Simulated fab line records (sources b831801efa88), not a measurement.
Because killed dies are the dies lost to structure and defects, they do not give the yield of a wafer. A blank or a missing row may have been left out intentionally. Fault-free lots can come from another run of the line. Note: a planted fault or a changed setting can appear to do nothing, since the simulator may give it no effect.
A single fault, viewed from 2 desks ; flow sfq line ; every desk sees just its own numbers, and what lay behind them comes last

TOOL OWNER'S DESK, cmp-02
The tool's own readings at SFQ_TRILAYER_I0_CMP_CMP_028 (polishes SiO2): means of the sampled wafers that have a number, for each lot that ran on this tool. The brackets show how far a lot's mean lies from the usual mean; more than 4 standard deviations puts the lot out of limits, marked OUT.
Columns: A = motor current A at SFQ_TRILAYER_I0_CMP_CMP_028, usual 10.7 A; B = time to endpoint s at SFQ_TRILAYER_I0_CMP_CMP_028, usual 218 s
lot;first seen here;A;B
L813;day 14 01:02;10.7;215
L815;day 14 22:17;11.0;211
L817;day 15 00:47;10.9;214
L820;day 15 06:47;10.6;214
L822;day 15 10:17;11.4;206
L827;day 17 20:06;10.6;220
L829;day 18 17:59;11.2;180 (-4.9) OUT
L831;day 19 11:31;10.5;186 (-4.1) OUT
This desk's verdict: out of limits on L829, L831, starting with L829 at day 18 17:59 (time to endpoint s at SFQ_TRILAYER_I0_CMP_CMP_028). L813, L815, L817, L820, L822, L827: within limits.

FROM THE METROLOGY DESK
What the gauges read for every lot (on any tool): the sampled wafers with a number, averaged. The brackets show how far a lot's mean lies from the usual mean; more than 4 standard deviations puts the lot out of limits, marked OUT.
Columns: A = M3_OVL at SFQ_M3_OVL_MEAS_921, usual -1 nm
lot;first seen here;A
L813;day 39 05:05;2
L815;day 39 19:29;2
L816;day 39 21:55;2
L817;day 40 00:17;-11
L819;day 40 06:18;6
L820;day 40 08:43;4
L821;day 40 14:17;-2
L822;day 41 23:26;2
L824;day 42 07:28;-1
L825;day 42 13:29;0
L827;day 43 07:40;-2
L829;day 44 07:28;-3
L831;day 44 18:16;-2
L832;day 44 23:04;6
This desk's verdict: no lot among the 14 shows anything out of limits.

ALL TOGETHER
An alarm could have come from the tool owner's desk at day 18 17:59, on L829, L831.
Metrology desk: nothing out of limits seen.
The metrology desk holds a record of L829, L831, inside its limits.
The lots listed all ran SFQ_TRILAYER_I0_CMP_CMP_028 on cmp-02.

WHAT THE SIMULATOR PUT IN
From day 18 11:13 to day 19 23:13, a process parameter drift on cmp-02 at SFQ_TRILAYER_I0_CMP_CMP_028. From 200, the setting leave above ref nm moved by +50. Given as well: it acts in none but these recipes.
Lots struck among those shown: L829, L831.
Each desk's first reading out of limits, in hours after the fault started: the tool owner's desk, 7.
